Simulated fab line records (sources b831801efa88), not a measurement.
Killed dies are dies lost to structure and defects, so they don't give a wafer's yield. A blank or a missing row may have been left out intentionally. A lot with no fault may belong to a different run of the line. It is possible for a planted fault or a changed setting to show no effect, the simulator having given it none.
What tool caused it? :: flow gf180mcu :: 33 wafers from 11 lots sampled at 6 of the route's 602 steps

== WHAT THE GAUGES SHOWED, per wafer ==
GF_VT_IMPLANT_OVL_MEAS_07.
lot: L855
measured: day 5 13:44
on: overlay-02
VT_IMPLANT_OVL (nm): -1.3 -2.7 -1.7

lot: L856
measured: day 5 20:12
on: overlay-01
VT_IMPLANT_OVL (nm): -0.3 -1.4 -1.2

lot: L859
measured: day 6 14:58
on: overlay-02
VT_IMPLANT_OVL (nm): -0.7 0.7 0.1

lot: L860
measured: day 6 19:22
on: overlay-02
VT_IMPLANT_OVL (nm): -0.7 -1.6 -1.2

lot: L862
measured: day 7 10:33
on: overlay-02
VT_IMPLANT_OVL (nm): - - -

lot: L870
measured: day 9 11:25
on: overlay-02
VT_IMPLANT_OVL (nm): -1.8 -2.0 -2.1

lot: L873
measured: day 10 05:16
on: overlay-01
VT_IMPLANT_OVL (nm): 1.0 0.5 1.8

lot: L874
measured: day 10 11:19
on: overlay-02
VT_IMPLANT_OVL (nm): -2.3 -2.2 -2.0

lot: L875
measured: day 10 17:37
on: overlay-01
VT_IMPLANT_OVL (nm): 0.6 1.8 0.0

lot: L876
measured: day 10 22:16
on: overlay-01
VT_IMPLANT_OVL (nm): 0.3 1.5 1.7

lot: L878
measured: day 11 10:59
on: overlay-01
VT_IMPLANT_OVL (nm): 1.4 0.9 0.4

GF_VT_IMPLANT_TW_MEAS_10.
lot: L855
measured: day 5 14:02
on: film metro-01
VT_IMPLANT_TW: 558 551 554

lot: L856
measured: day 5 20:30
on: film metro-03
VT_IMPLANT_TW: 557 553 556

lot: L859
measured: day 6 15:16
on: film metro-03
VT_IMPLANT_TW: 562 559 561

lot: L860
measured: day 6 19:40
on: film metro-03
VT_IMPLANT_TW: 560 559 560

lot: L862
measured: day 7 10:50
on: film metro-04
VT_IMPLANT_TW: 30 30 30

lot: L870
measured: day 9 11:42
on: film metro-04
VT_IMPLANT_TW: 565 564 565

lot: L873
measured: day 10 05:33
on: film metro-03
VT_IMPLANT_TW: 558 555 556

lot: L874
measured: day 10 11:35
on: film metro-03
VT_IMPLANT_TW: 559 555 557

lot: L875
measured: day 10 17:54
on: film metro-01
VT_IMPLANT_TW: 552 551 546

lot: L876
measured: day 10 22:33
on: film metro-04
VT_IMPLANT_TW: 562 566 563

lot: L878
measured: day 11 11:16
on: film metro-03
VT_IMPLANT_TW: 555 554 558

== TOOL THAT RAN EACH LOT (tool first, then ch and the chambers of the sampled wafers, then the start) ==
lot: L855
GF_STI_ETCH_13: rie diel-01 ch 1,2, day 2 01:17
GF_STI_ETCH_14: rie si-02 ch 0,3, day 2 01:22
GF_DNWELL_STRIP_08: plasma asher-03 ch 0,1, day 2 18:40
GF_VT_IMPLANT_EXPOSE_04: iline stepper-01 ch 0, day 5 06:57

lot: L856
GF_STI_ETCH_13: rie diel-04 ch 2,3, day 2 06:06
GF_STI_ETCH_14: rie si-01 ch 2,3, day 2 06:11
GF_DNWELL_STRIP_08: plasma asher-02 ch 0,1, day 2 23:16
GF_VT_IMPLANT_EXPOSE_04: iline stepper-01 ch 0, day 5 12:17

lot: L859
GF_STI_ETCH_13: rie diel-01 ch 1,2,3, day 2 22:12
GF_STI_ETCH_14: rie si-01 ch 2,3, day 2 22:17
GF_DNWELL_STRIP_08: plasma asher-03 ch 0,1, day 3 16:26
GF_VT_IMPLANT_EXPOSE_04: iline stepper-01 ch 0, day 6 08:13

lot: L860
GF_STI_ETCH_13: rie diel-03 ch 2,3, day 3 02:35
GF_STI_ETCH_14: rie si-02 ch 0,1,2, day 3 02:40
GF_DNWELL_STRIP_08: plasma asher-03 ch 0,1, day 3 21:07
GF_VT_IMPLANT_EXPOSE_04: iline stepper-01 ch 0, day 6 12:23

lot: L862
GF_STI_ETCH_13: rie diel-03 ch 0,2,3, day 3 13:53
GF_STI_ETCH_14: rie si-01 ch 0,1,3, day 3 13:58
GF_DNWELL_STRIP_08: plasma asher-02 ch 0,1, day 4 07:20
GF_VT_IMPLANT_EXPOSE_04: iline stepper-01 ch 0, day 7 03:05

lot: L870
GF_STI_ETCH_13: rie diel-03 ch 0,1,3, day 5 07:29
GF_STI_ETCH_14: rie si-02 ch 1,2,3, day 5 07:34
GF_DNWELL_STRIP_08: plasma asher-01 ch 0,1, day 6 03:05
GF_VT_IMPLANT_EXPOSE_04: iline stepper-01 ch 0, day 9 04:17

lot: L873
GF_STI_ETCH_13: rie diel-01 ch 0,2, day 5 23:18
GF_STI_ETCH_14: rie si-02 ch 1,2, day 5 23:23
GF_DNWELL_STRIP_08: plasma asher-02 ch 0,1, day 6 19:05
GF_VT_IMPLANT_EXPOSE_04: iline stepper-02 ch 0, day 9 20:50

lot: L874
GF_STI_ETCH_13: rie diel-04 ch 1,3, day 6 03:47
GF_STI_ETCH_14: rie si-02 ch 0,1, day 6 03:52
GF_DNWELL_STRIP_08: plasma asher-02 ch 0,1, day 6 23:29
GF_VT_IMPLANT_EXPOSE_04: iline stepper-01 ch 0, day 10 03:02

lot: L875
GF_STI_ETCH_13: rie diel-04 ch 2,3, day 6 09:33
GF_STI_ETCH_14: rie si-02 ch 0,2, day 6 09:38
GF_DNWELL_STRIP_08: plasma asher-01 ch 1, day 7 06:26
GF_VT_IMPLANT_EXPOSE_04: iline stepper-02 ch 0, day 10 09:57

lot: L876
GF_STI_ETCH_13: rie diel-01 ch 1,2, day 6 13:14
GF_STI_ETCH_14: rie si-02 ch 1,3, day 6 13:19
GF_DNWELL_STRIP_08: plasma asher-03 ch 0,1, day 7 10:05
GF_VT_IMPLANT_EXPOSE_04: iline stepper-01 ch 0, day 10 13:03

lot: L878
GF_STI_ETCH_13: rie diel-04 ch 0,1,3, day 6 23:47
GF_STI_ETCH_14: rie si-01 ch 0,1,2, day 6 23:51
GF_DNWELL_STRIP_08: plasma asher-01 ch 0,1, day 7 20:20
GF_VT_IMPLANT_EXPOSE_04: iline stepper-02 ch 0, day 11 01:51
- GF_STI_ETCH_13: etches the open film in CHF3/O2, stops on Si, target depth 282.31 nm, time 112.9 s.
- GF_STI_ETCH_14: etches Si in HBr/Cl2/O2, target depth 360 nm, time 102.9 s.
- GF_DNWELL_STRIP_08: strips in O2/N2.
- GF_VT_IMPLANT_EXPOSE_04: exposes mask LVPWELL LV AREA, target cd 600 nm.

== WHAT THE TOOLS THEMSELVES READ (means of the sampled wafers that have a number; where no wafer has one, the mark that the record gives instead) ==
GF_STI_ETCH_13.
lot: L855
tool: rie diel-01
drypump motor current A (A): 5.7
oes product au (a.u.): 0.836
throttle valve pct (%): 8.820

lot: L856
tool: rie diel-04
drypump motor current A (A): 6.2
oes product au (a.u.): 0.836
throttle valve pct (%): 8.818

lot: L859
tool: rie diel-01
drypump motor current A (A): 5.6
oes product au (a.u.): 0.839
throttle valve pct (%): 8.820

lot: L860
tool: rie diel-03
drypump motor current A (A): 5.7
oes product au (a.u.): 0.832
throttle valve pct (%): 8.816

lot: L862
tool: rie diel-03
drypump motor current A (A): 5.7
oes product au (a.u.): 0.833
throttle valve pct (%): 8.813

lot: L870
tool: rie diel-03
drypump motor current A (A): 5.6
oes product au (a.u.): 0.829
throttle valve pct (%): 8.814

lot: L873
tool: rie diel-01
drypump motor current A (A): 6.0
oes product au (a.u.): 0.833
throttle valve pct (%): 8.807

lot: L874
tool: rie diel-04
drypump motor current A (A): 6.3
oes product au (a.u.): 0.836
throttle valve pct (%): 8.809

lot: L875
tool: rie diel-04
drypump motor current A (A): 6.2
oes product au (a.u.): 0.830
throttle valve pct (%): 8.807

lot: L876
tool: rie diel-01
drypump motor current A (A): 5.8
oes product au (a.u.): 0.838
throttle valve pct (%): 8.803

lot: L878
tool: rie diel-04
drypump motor current A (A): 5.9
oes product au (a.u.): 0.839
throttle valve pct (%): 8.811

GF_STI_ETCH_14.
lot: L855
tool: rie si-02
drypump motor current A (A): 5.9
oes product au (a.u.): 1.002
throttle valve pct (%): 25.653

lot: L856
tool: rie si-01
drypump motor current A (A): 6.0
oes product au (a.u.): 1.001
throttle valve pct (%): 25.658

lot: L859
tool: rie si-01
drypump motor current A (A): 5.5
oes product au (a.u.): 0.993
throttle valve pct (%): 25.657

lot: L860
tool: rie si-02
drypump motor current A (A): 5.5
oes product au (a.u.): 1.001
throttle valve pct (%): 25.657

lot: L862
tool: rie si-01
drypump motor current A (A): 5.5
oes product au (a.u.): 1.005
throttle valve pct (%): 25.659

lot: L870
tool: rie si-02
drypump motor current A (A): 5.5
oes product au (a.u.): 0.997
throttle valve pct (%): 25.659

lot: L873
tool: rie si-02
drypump motor current A (A): 5.3
oes product au (a.u.): 1.011
throttle valve pct (%): 25.659

lot: L874
tool: rie si-02
drypump motor current A (A): 5.6
oes product au (a.u.): 1.003
throttle valve pct (%): 25.661

lot: L875
tool: rie si-02
drypump motor current A (A): 5.7
oes product au (a.u.): 1.005
throttle valve pct (%): 25.655

lot: L876
tool: rie si-02
drypump motor current A (A): 5.5
oes product au (a.u.): 0.999
throttle valve pct (%): 25.653

lot: L878
tool: rie si-01
drypump motor current A (A): 5.0
oes product au (a.u.): 1.000
throttle valve pct (%): 25.662

GF_DNWELL_STRIP_08.
lot: L855
tool: plasma asher-03
drypump motor current A (A): 5.8
heater power w (W): 351
oes product au (a.u.): 0.721
platen temp c (C): 250.03
strip time to endpoint s (s): 36.88

lot: L856
tool: plasma asher-02
drypump motor current A (A): 5.8
heater power w (W): 353
oes product au (a.u.): 0.727
platen temp c (C): 250.07
strip time to endpoint s (s): 36.88

lot: L859
tool: plasma asher-03
drypump motor current A (A): 5.8
heater power w (W): 352
oes product au (a.u.): 0.720
platen temp c (C): 250.07
strip time to endpoint s (s): 36.82

lot: L860
tool: plasma asher-03
drypump motor current A (A): 5.8
heater power w (W): 362
oes product au (a.u.): 0.722
platen temp c (C): 249.98
strip time to endpoint s (s): 36.94

lot: L862
tool: plasma asher-02
drypump motor current A (A): 5.8
heater power w (W): 350
oes product au (a.u.): 0.725
platen temp c (C): 249.96
strip time to endpoint s (s): 37.05

lot: L870
tool: plasma asher-01
drypump motor current A (A): 5.8
heater power w (W): 333
oes product au (a.u.): 0.719
platen temp c (C): 249.85
strip time to endpoint s (s): 36.90

lot: L873
tool: plasma asher-02
drypump motor current A (A): 5.8
heater power w (W): 349
oes product au (a.u.): 0.723
platen temp c (C): 249.98
strip time to endpoint s (s): 36.93

lot: L874
tool: plasma asher-02
drypump motor current A (A): 6.0
heater power w (W): 351
oes product au (a.u.): 0.720
platen temp c (C): 249.85
strip time to endpoint s (s): 36.96

lot: L875
tool: plasma asher-01
drypump motor current A (A): 6.1
heater power w (W): 339
oes product au (a.u.): 0.722
platen temp c (C): 250.09
strip time to endpoint s (s): 36.85

lot: L876
tool: plasma asher-03
drypump motor current A (A): 5.8
heater power w (W): 349
oes product au (a.u.): 0.723
platen temp c (C): 250.01
strip time to endpoint s (s): 36.86

lot: L878
tool: plasma asher-01
drypump motor current A (A): 5.6
heater power w (W): 325
oes product au (a.u.): 0.724
platen temp c (C): 250.04
strip time to endpoint s (s): 36.86

GF_VT_IMPLANT_EXPOSE_04.
lot: L855
tool: iline stepper-01
reticle temp C (C): 23.09

lot: L856
tool: iline stepper-01
reticle temp C (C): 23.10

lot: L859
tool: iline stepper-01
reticle temp C (C): 23.08

lot: L860
tool: iline stepper-01
reticle temp C (C): 23.00

lot: L862
tool: iline stepper-01
reticle temp C (C): 22.89

lot: L870
tool: iline stepper-01
reticle temp C (C): 22.92

lot: L873
tool: iline stepper-02
reticle temp C (C): 22.96

lot: L874
tool: iline stepper-01
reticle temp C (C): 22.95

lot: L875
tool: iline stepper-02
reticle temp C (C): 23.09

lot: L876
tool: iline stepper-01
reticle temp C (C): 23.06

lot: L878
tool: iline stepper-02
reticle temp C (C): 22.98

== THE ANSWER, worked out from the rows above alone ==
Rule: what is usual is taken from the lots themselves. Put in order of their means at a reading, lots are off if they are a third of the lots or fewer, leave a main group of 4 or more, and stand apart from it by a gap of 3 or more times the standard deviation of the main group's means; of several such gaps the widest counts. Not used: any main group whose means are identical at the precision the tables above print for the reading. A lot without any number at a reading at which 4 lots or more have one is off too. Where the step has rows for the other lots, those lots are counted as sound. Order of review: gauges by route order, followed by the tools' own readings, for which a lot's mean as printed above is used. At the first step where some lot is off, the reading lying furthest off is the one used; lots without a number count as furthest.
Off: L862, at GF_VT_IMPLANT_OVL_MEAS_07 (VT_IMPLANT_OVL). Without a number there: L862. Mean -0.4 nm and standard deviation 1.3 in the main group.
If a tool, at a process step before that reading, ran all the lots that are off and no sound lot after the first of them, it fits. The gauges at GF_VT_IMPLANT_OVL_MEAS_07 aren't tried: what is off there is off at GF_VT_IMPLANT_TW_MEAS_10 too, on other tools, and a gauge's error can't cause that. Not one of the candidates tried fits.

== WHAT WAS PUT IN BY THE SIMULATOR ==
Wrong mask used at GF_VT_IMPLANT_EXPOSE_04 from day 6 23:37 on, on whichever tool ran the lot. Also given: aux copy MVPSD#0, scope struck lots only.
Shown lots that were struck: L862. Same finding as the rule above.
